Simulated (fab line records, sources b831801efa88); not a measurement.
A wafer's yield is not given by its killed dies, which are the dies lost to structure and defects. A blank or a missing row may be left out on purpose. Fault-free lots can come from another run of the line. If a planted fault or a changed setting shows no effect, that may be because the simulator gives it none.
8D (eight disciplines) problem report, filled in by code | flow sky130 | the parts of the form that need people (team, actions taken, sign-off) are left out

## 1. WHAT WENT WRONG
At SKY_PAD_OPEN_PROBE_99, killed_at_front_end averages 55 over 3 wafers from 2 lots, while fault-free wafers read 15, standard deviation 4.4. That puts it +9.1 standard deviations away from the usual mean.
The first sign was on wafer L161.6 at day 49 06:48, on prober-02. The record has a number at this step for 6 wafers belonging to 2 lots. Rule for "out", or "out of limits": more than 4 standard deviations from the usual mean. All remaining wafers that have a number are taken as sound.

## 2. WHAT IT IS, AND WHAT IT ISN'T
question                    | is                     | is not
which readings at this step | killed_at_front_end    | killed_at_M0_to_M3, killed_at_M4_up, killed_at_contacts, killed_at_other, killed_open, killed_short
which lots                  | L161, L162             | -
which wafers of those lots  | L161.6, L162.1, L162.4 | L161.3, L161.5, L162.3
read on which tools         | prober-01, prober-02   | -
when                        | from day 49 06:48      | up to then (2 sound wafers); but 1 sound wafer of L162 came after

## 3. WHAT RULES OUT EACH SUSPECT
Counting: any tool at a process step up to the reading remains a suspect provided it ran every lot that is out. Sound lots after the first of them don't rule it out here, since some wafers of a struck lot are sound.
- plasma_asher-01 at SKY_FIELD_ISO_STRIP_16 (strips in O2/N2): kept. It ran every lot that is out, first L161 (day 5 04:47).
- plasma_asher-01 at SKY_VIA2_STRIP_16 (strips in O2/N2): kept. It ran every lot that is out, first L161 (day 40 15:23).
- The sound lot-mates ran in chamber 1 of plasma_asher-01 at SKY_FIELD_ISO_STRIP_16, but the wafers that are out ran in chamber 0.
What counting leaves: plasma_asher-01 at SKY_FIELD_ISO_STRIP_16 and plasma_asher-01 at SKY_VIA2_STRIP_16.

## 4. THE CAUSE (what the simulator had put in)
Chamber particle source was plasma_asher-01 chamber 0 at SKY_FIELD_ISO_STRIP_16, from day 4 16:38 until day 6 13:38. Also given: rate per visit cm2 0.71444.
2 suspects survive the count, and this tool is in that group.

## 5. THE CHAIN OF EFFECTS, in route order
Rows list readings where the struck wafers' mean (over those with a number) sits beyond 3 standard deviations from the usual. Scope: only readings with a usual standard deviation given in the record; hours: median across lots of the time from each lot's start at the first step in this table that gives one to its start at this step; sigmas: change in usual standard deviations.
hours | step                  | reading             | usual | on struck wafers | change | sigmas
0     | SKY_PAD_OPEN_PROBE_99 | killed_at_front_end | 15    | 55               | +40    | +9.1
0     | SKY_PAD_OPEN_PROBE_99 | killed_dies         | 86    | 130              | +44    | +4.8
Its process steps:
- SKY_PAD_OPEN_PROBE_99

## 6. WHAT WOULD HAVE CAUGHT IT SOONER
First out-of-limits reading in this record: day 49 06:48, which is 1070 hours after fault onset at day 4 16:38.
Of the tool readings at SKY_FIELD_ISO_STRIP_16 for which the record gives a usual standard deviation, none was out on any struck wafer, so an alarm limit of 4 standard deviations on them would not have fired.
By day 49 06:48, every lot that is out (2) had started SKY_FIELD_ISO_STRIP_16 on plasma_asher-01. Holding the tool at that point would not have protected any of them.
